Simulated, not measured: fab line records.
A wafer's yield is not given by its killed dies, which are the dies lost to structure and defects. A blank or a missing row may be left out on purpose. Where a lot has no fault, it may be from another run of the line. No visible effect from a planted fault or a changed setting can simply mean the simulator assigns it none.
Which of the tools did it? :: flow gf180mcu :: 12 lots with 35 wafers sampled at 5 steps, on a route of 602 steps

WHAT EACH GAUGE READ, for each wafer
GF_TOP_METAL_CD_MEAS_14 targets a cd of 440 nm. Usual: 439.8 nm for cd-nm, sd 2.5.
lot: L748
measured: day 27 20:44
on: cd-sem-02
cd-nm (nm): 434.2 437.4 437.1
flag: 

lot: L749
measured: day 28 04:32
on: cd-sem-02
cd-nm (nm): 437.6 440.8 438.7
flag: 

lot: L751
measured: day 28 21:22
on: cd-sem-02
cd-nm (nm): 444.5 441.9 445.5
flag: 

lot: L752
measured: day 28 22:02
on: cd-sem-02
cd-nm (nm): 442.2 443.2
flag: 

lot: L753
measured: day 29 10:35
on: cd-sem-01
cd-nm (nm): 439.1 439.0 439.6
flag: 

lot: L754
measured: day 29 18:40
on: cd-sem-02
cd-nm (nm): 440.8 438.5 439.0
flag: 

lot: L755
measured: day 30 13:02
on: cd-sem-01
cd-nm (nm): 439.6 437.5 439.2
flag: 

lot: L756
measured: day 30 14:53
on: cd-sem-02
cd-nm (nm): 376.9 436.4 435.2 376.9 436.3 434.9
flag: OFF

lot: L757
measured: day 31 01:10
on: cd-sem-02
cd-nm (nm): 383.0 441.9 381.9 382.9 442.1 382.1
flag: OFF

lot: L758
measured: day 31 18:37
on: cd-sem-01
cd-nm (nm): 443.0 439.1 441.1
flag: 

lot: L769
measured: day 33 20:19
on: cd-sem-01
cd-nm (nm): 441.4 441.0 438.4
flag: 

lot: L771
measured: day 34 05:58
on: cd-sem-01
cd-nm (nm): 438.6 438.7 439.4
flag: 

WHAT TOOL EACH LOT RAN ON (gives the tool, then ch and the chambers of the sampled wafers, and finally the start)
lot: L748
GF_MIM_SPUTTER_08: pvd-sputter-01, day 24 05:17
GF_M5_ETCH_09: rie-diel-01 ch 0,1, day 26 00:47
GF_V5_SPUTTER_22: pvd-sputter-04, day 26 23:44
GF_TOP_METAL_EXPOSE_11: iline-stepper-02 ch 0, day 27 11:28

lot: L749
GF_MIM_SPUTTER_08: pvd-sputter-04, day 24 13:15
GF_M5_ETCH_09: rie-diel-03 ch 0,1, day 26 08:50
GF_V5_SPUTTER_22: pvd-sputter-02, day 27 08:10
GF_TOP_METAL_EXPOSE_11: iline-stepper-02 ch 0, day 27 18:49

lot: L751
GF_MIM_SPUTTER_08: pvd-sputter-01, day 25 08:53
GF_M5_ETCH_09: rie-diel-02 ch 2,3, day 27 02:43
GF_V5_SPUTTER_22: pvd-sputter-04, day 28 00:52
GF_TOP_METAL_EXPOSE_11: iline-stepper-02 ch 0, day 28 12:02

lot: L752
GF_MIM_SPUTTER_08: pvd-sputter-01, day 25 11:06
GF_M5_ETCH_09: rie-diel-03 ch 2,3, day 27 04:20
GF_V5_SPUTTER_22: pvd-sputter-03, day 28 02:24
GF_TOP_METAL_EXPOSE_11: iline-stepper-02 ch 0, day 28 12:45

lot: L753
GF_MIM_SPUTTER_08: pvd-sputter-04, day 25 21:54
GF_M5_ETCH_09: rie-diel-01 ch 0,1,3, day 27 16:08
GF_V5_SPUTTER_22: pvd-sputter-04, day 28 14:19
GF_TOP_METAL_EXPOSE_11: iline-stepper-01 ch 0, day 29 00:52

lot: L754
GF_MIM_SPUTTER_08: pvd-sputter-01, day 26 08:53
GF_M5_ETCH_09: rie-diel-03 ch 0,1, day 28 02:07
GF_V5_SPUTTER_22: pvd-sputter-02, day 28 22:59
GF_TOP_METAL_EXPOSE_11: iline-stepper-02 ch 0, day 29 09:47

lot: L755
GF_MIM_SPUTTER_08: pvd-sputter-01, day 27 05:57
GF_M5_ETCH_09: rie-diel-03 ch 0,3, day 28 21:13
GF_V5_SPUTTER_22: pvd-sputter-03, day 29 18:20
GF_TOP_METAL_EXPOSE_11: iline-stepper-02 ch 0, day 30 04:19

lot: L756
GF_MIM_SPUTTER_08: pvd-sputter-03, day 27 07:52
GF_M5_ETCH_09: rie-diel-02 ch 0,3, day 28 23:07
GF_V5_SPUTTER_22: pvd-sputter-04, day 29 20:03
GF_TOP_METAL_EXPOSE_11: iline-stepper-02 ch 0, day 30 06:08

lot: L757
GF_MIM_SPUTTER_08: pvd-sputter-03, day 27 18:05
GF_M5_ETCH_09: rie-diel-03 ch 1,3, day 29 09:41
GF_V5_SPUTTER_22: pvd-sputter-02, day 30 06:33
GF_TOP_METAL_EXPOSE_11: iline-stepper-02 ch 0, day 30 16:41

lot: L758
GF_MIM_SPUTTER_08: pvd-sputter-01, day 28 13:35
GF_M5_ETCH_09: rie-diel-03 ch 1,2,3, day 30 03:34
GF_V5_SPUTTER_22: pvd-sputter-04, day 30 23:53
GF_TOP_METAL_EXPOSE_11: iline-stepper-01 ch 0, day 31 09:45

lot: L769
GF_MIM_SPUTTER_08: pvd-sputter-04, day 30 21:42
GF_M5_ETCH_09: rie-diel-03 ch 1,2,3, day 32 09:04
GF_V5_SPUTTER_22: pvd-sputter-02, day 33 04:08
GF_TOP_METAL_EXPOSE_11: iline-stepper-01 ch 0, day 33 12:42

lot: L771
GF_MIM_SPUTTER_08: pvd-sputter-01, day 31 07:44
GF_M5_ETCH_09: rie-diel-03 ch 1,3, day 32 18:40
GF_V5_SPUTTER_22: pvd-sputter-04, day 33 13:56
GF_TOP_METAL_EXPOSE_11: iline-stepper-02 ch 0, day 33 22:54
- GF_MIM_SPUTTER_08: material AlCu, target thk 200 nm, time 10.6 s.
- GF_M5_ETCH_09: etches Si3N4 in CF4/O2, target depth 52 nm, time 11.6 s.
- GF_V5_SPUTTER_22: material TiN, target thk 10 nm, time 40 s.
- GF_TOP_METAL_EXPOSE_11: exposes mask MetalTop, target cd 440 nm.

WHAT THE TOOLS THEMSELVES READ (means of the sampled wafers that have a number; where no wafer has one, the mark that the record gives instead)
GF_MIM_SPUTTER_08. Usual: 29.4 % for throttle-valve-pct, sd 1.1.
lot: L748
tool: pvd-sputter-01
throttle-valve-pct (%): 29.4
flag: 

lot: L749
tool: pvd-sputter-04
throttle-valve-pct (%): 29.7
flag: 

lot: L751
tool: pvd-sputter-01
throttle-valve-pct (%): 28.5
flag: 

lot: L752
tool: pvd-sputter-01
throttle-valve-pct (%): 29.8
flag: 

lot: L753
tool: pvd-sputter-04
throttle-valve-pct (%): 29.8
flag: 

lot: L754
tool: pvd-sputter-01
throttle-valve-pct (%): 28.6
flag: 

lot: L755
tool: pvd-sputter-01
throttle-valve-pct (%): 29.6
flag: 

lot: L756
tool: pvd-sputter-03
throttle-valve-pct (%): 29.6
flag: 

lot: L757
tool: pvd-sputter-03
throttle-valve-pct (%): 30.3
flag: 

lot: L758
tool: pvd-sputter-01
throttle-valve-pct (%): 28.7
flag: 

lot: L769
tool: pvd-sputter-04
throttle-valve-pct (%): 29.7
flag: 

lot: L771
tool: pvd-sputter-01
throttle-valve-pct (%): 28.9
flag: 

GF_M5_ETCH_09. Usual: bias-w 149.9 W, standard deviation 0.42; drypump-motor-current-A 5.6 A, standard deviation 0.47; oes-product-au 1.003 a.u., standard deviation 0.011; throttle-valve-pct 5.973 %, standard deviation 0.0097.
lot: L748
tool: rie-diel-01
bias-w (W): 149.9
drypump-motor-current-A (A): 5.3
oes-product-au (a.u.): 1.001
throttle-valve-pct (%): 5.967
flag: 

lot: L749
tool: rie-diel-03
bias-w (W): 150.3
drypump-motor-current-A (A): 5.5
oes-product-au (a.u.): 1.000
throttle-valve-pct (%): 5.968
flag: 

lot: L751
tool: rie-diel-02
bias-w (W): 149.7
drypump-motor-current-A (A): 5.5
oes-product-au (a.u.): 1.011
throttle-valve-pct (%): 5.963
flag: 

lot: L752
tool: rie-diel-03
bias-w (W): 150.6
drypump-motor-current-A (A): 5.8
oes-product-au (a.u.): 0.997
throttle-valve-pct (%): 5.976
flag: 

lot: L753
tool: rie-diel-01
bias-w (W): 150.1
drypump-motor-current-A (A): 5.6
oes-product-au (a.u.): 1.012
throttle-valve-pct (%): 5.970
flag: 

lot: L754
tool: rie-diel-03
bias-w (W): 150.1
drypump-motor-current-A (A): 5.6
oes-product-au (a.u.): 0.999
throttle-valve-pct (%): 5.963
flag: 

lot: L755
tool: rie-diel-03
bias-w (W): 149.8
drypump-motor-current-A (A): 5.9
oes-product-au (a.u.): 0.998
throttle-valve-pct (%): 5.974
flag: 

lot: L756
tool: rie-diel-02
bias-w (W): 150.2
drypump-motor-current-A (A): 5.3
oes-product-au (a.u.): 1.003
throttle-valve-pct (%): 5.970
flag: 

lot: L757
tool: rie-diel-03
bias-w (W): 150.3
drypump-motor-current-A (A): 5.6
oes-product-au (a.u.): 1.007
throttle-valve-pct (%): 5.974
flag: 

lot: L758
tool: rie-diel-03
bias-w (W): 150.1
drypump-motor-current-A (A): 5.5
oes-product-au (a.u.): 1.007
throttle-valve-pct (%): 5.968
flag: 

lot: L769
tool: rie-diel-03
bias-w (W): 149.7
drypump-motor-current-A (A): 5.6
oes-product-au (a.u.): 1.009
throttle-valve-pct (%): 5.978
flag: 

lot: L771
tool: rie-diel-03
bias-w (W): 149.9
drypump-motor-current-A (A): 5.6
oes-product-au (a.u.): 1.009
throttle-valve-pct (%): 5.972
flag: 

GF_V5_SPUTTER_22. Usual: 29.9 % for throttle-valve-pct, sd 0.96.
lot: L748
tool: pvd-sputter-04
throttle-valve-pct (%): 29.8
flag: 

lot: L749
tool: pvd-sputter-02
throttle-valve-pct (%): 29.9
flag: 

lot: L751
tool: pvd-sputter-04
throttle-valve-pct (%): 29.8
flag: 

lot: L752
tool: pvd-sputter-03
throttle-valve-pct (%): 31.1
flag: 

lot: L753
tool: pvd-sputter-04
throttle-valve-pct (%): 29.7
flag: 

lot: L754
tool: pvd-sputter-02
throttle-valve-pct (%): 29.5
flag: 

lot: L755
tool: pvd-sputter-03
throttle-valve-pct (%): 28.8
flag: 

lot: L756
tool: pvd-sputter-04
throttle-valve-pct (%): 29.8
flag: 

lot: L757
tool: pvd-sputter-02
throttle-valve-pct (%): 29.9
flag: 

lot: L758
tool: pvd-sputter-04
throttle-valve-pct (%): 29.6
flag: 

lot: L769
tool: pvd-sputter-02
throttle-valve-pct (%): 29.8
flag: 

lot: L771
tool: pvd-sputter-04
throttle-valve-pct (%): 29.6
flag: 

GF_TOP_METAL_EXPOSE_11. Usual: 0.1 nm for focus-offset-nm, sd 0.55.
lot: L748
tool: iline-stepper-02
focus-offset-nm (nm): -0.3
flag: 

lot: L749
tool: iline-stepper-02
focus-offset-nm (nm): -0.3
flag: 

lot: L751
tool: iline-stepper-02
focus-offset-nm (nm): 0.6
flag: 

lot: L752
tool: iline-stepper-02
focus-offset-nm (nm): -0.7
flag: 

lot: L753
tool: iline-stepper-01
focus-offset-nm (nm): 0.1
flag: 

lot: L754
tool: iline-stepper-02
focus-offset-nm (nm): -0.2
flag: 

lot: L755
tool: iline-stepper-02
focus-offset-nm (nm): 0.6
flag: 

lot: L756
tool: iline-stepper-02
focus-offset-nm (nm): -0.6
flag: 

lot: L757
tool: iline-stepper-02
focus-offset-nm (nm): 0.4
flag: 

lot: L758
tool: iline-stepper-01
focus-offset-nm (nm): 0.7
flag: 

lot: L769
tool: iline-stepper-01
focus-offset-nm (nm): 0.9
flag: 

lot: L771
tool: iline-stepper-02
focus-offset-nm (nm): 0.2
flag: 

THE ANSWER, worked out from the rows above alone
Rule: take the mean of a lot's wafers that have a number; if it is more than 3 standard deviations from the usual mean, the lot is off. A lot without any number at a reading at which 4 lots or more have one is off too. Where the step has rows for the other lots, those lots are counted as sound. First the gauges in route order, then the tools' own readings, where a lot's mean is used as printed above. At the first step where some lot is off, the reading lying furthest off is the one used; lots without a number count as furthest.
Off: L756, L757, at GF_TOP_METAL_CD_MEAS_14 (cd-nm).
A tool fits if, at a process step before that reading, it ran every lot that is off, and no sound lot after the first of them. The gauges at GF_TOP_METAL_CD_MEAS_14 are tried like those tools. Undecided on this evidence; 2 tools fit (pvd-sputter-03 at GF_MIM_SPUTTER_08, cd-sem-02 at GF_TOP_METAL_CD_MEAS_14).

WHAT THE SIMULATOR HAD INSERTED
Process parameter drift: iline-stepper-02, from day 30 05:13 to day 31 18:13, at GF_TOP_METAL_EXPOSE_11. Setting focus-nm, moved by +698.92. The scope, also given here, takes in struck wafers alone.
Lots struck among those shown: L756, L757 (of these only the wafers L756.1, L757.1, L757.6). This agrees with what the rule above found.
